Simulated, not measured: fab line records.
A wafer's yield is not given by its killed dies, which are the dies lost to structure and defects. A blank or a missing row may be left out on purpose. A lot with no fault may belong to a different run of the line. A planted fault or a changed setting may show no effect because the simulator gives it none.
A struck lot beside a sound one / flow sky130 / 23 out of 708 route steps
Sound: wafers L608.2, L608.3, L608.4. Struck: wafers L611.1, L611.3, L611.6. The cause comes at the end.
Order at every step that has rows: each side's tool, ch and its chambers, its first start. Under that, the readings that differ: sound wafers / struck wafers / difference of the means / sigmas: that difference in standard deviations of wafers without a fault.
alike: readings whose means differ by less than 2 such deviations, and words and numbers that are the same on both sides. not compared: withheld readings, readings that some wafer has no value for, bounds like >300 that may hide the same value, and numbers for which the record gives no deviation and whose values overlap.
A row with sigmas, a row that says differs or no value, or rows on one side alone: a step with any of these is where the two part. Numbers that have no deviation but don't overlap get no sigmas and don't part them. A reading that every wafer of one side lacks parts them only if that side has two wafers or more.

first, 4 steps without rows for these wafers: SKY_LDD_HVP_SOFTBAKE_03 (time 60 s); SKY_LDD_HVP_EXPOSE_04 (exposes mask HVPTM, target cd 700 nm); SKY_LDD_HVP_PEB_05; SKY_LDD_HVP_DEVELOP_06 (develop time 60 s).
SKY_LDD_HVP_OVL_MEAS_07:
  struck on overlay-01, day 23 21:10; sound on overlay-02, day 22 02:14
  alike: LDD_HVP_OVL
then, 1 step without rows for these wafers: SKY_LDD_HVP_IMPLANT_08.
SKY_LDD_HVP_STRIP_09: strips in O2/N2.
  sound on plasma asher-01 ch 0,1, day 22 02:25; struck on plasma asher-02 ch 0,1, day 23 21:21
  alike: drypump motor current A, oes product au, strip time to endpoint s
  not compared: rf hours counter h
SKY_LDD_HVP_TW_MEAS_10:
  struck on film metro-02, day 23 21:27; sound on film metro-04, day 22 02:32
reading=LDD_HVP_TW; sound=450 450 448; struck=462 461 460; difference=+12; sigmas=+4
then, 4 steps without rows for these wafers: SKY_LDD_LDN_DEHYDRATE_00 (time 60 s); SKY_LDD_LDN_HMDS_01 (prime time 60 s); SKY_LDD_LDN_COAT_02 (resist thk 1140 nm); SKY_LDD_LDN_SOFTBAKE_03 (time 60 s).
SKY_LDD_LDN_EXPOSE_04: exposes mask LDNTM, target cd 700 nm.
  sound on iline stepper-02 ch 0, day 22 18:07; struck on iline stepper-01 ch 0, day 24 12:22
reading=mask; sound=LDNTM#0 LDNTM#0 LDNTM#0; struck=HVPTM#0 HVPTM#0 HVPTM#0; difference=differs; sigmas=
then, 2 steps without rows for these wafers: SKY_LDD_LDN_PEB_05; SKY_LDD_LDN_DEVELOP_06 (develop time 60 s).
SKY_LDD_LDN_OVL_MEAS_07:
  struck on overlay-02, day 25 03:07; sound on overlay-01, day 23 09:31
reading=LDD_LDN_OVL (nm); sound=0.1 1.1 0.0; struck=- - -; difference=no value on the struck wafers; sigmas=
then, 4 steps without rows for these wafers: SKY_LDD_LDN_IMPLANT_08; SKY_LDD_LDN_IMPLANT_09; SKY_LDD_LDN_IMPLANT_10; SKY_LDD_LDN_IMPLANT_11.
SKY_LDD_LDN_STRIP_12: strips in O2/N2.
  sound on plasma asher-02 ch 0,1, day 23 10:09; struck on plasma asher-03 ch 1, day 25 03:45
  alike: drypump motor current A, oes product au, strip time to endpoint s
  not compared: rf hours counter h
SKY_LDD_LDN_TW_MEAS_13:
  struck on film metro-01, day 25 04:05; sound on film metro-04, day 23 10:16
reading=LDD_LDN_TW; sound=1469 1462 1469; struck=30 30 30; difference=-1437; sigmas=-96
  not compared: hold
then, 1 step without rows for these wafers: SKY_PAD_OPEN_PROBE_99.

WHERE THEY PART
Last at SKY_LDD_LDN_TW_MEAS_13 as far as this record goes, first at SKY_LDD_HVP_TW_MEAS_10.

WHY: the cause the simulator had injected
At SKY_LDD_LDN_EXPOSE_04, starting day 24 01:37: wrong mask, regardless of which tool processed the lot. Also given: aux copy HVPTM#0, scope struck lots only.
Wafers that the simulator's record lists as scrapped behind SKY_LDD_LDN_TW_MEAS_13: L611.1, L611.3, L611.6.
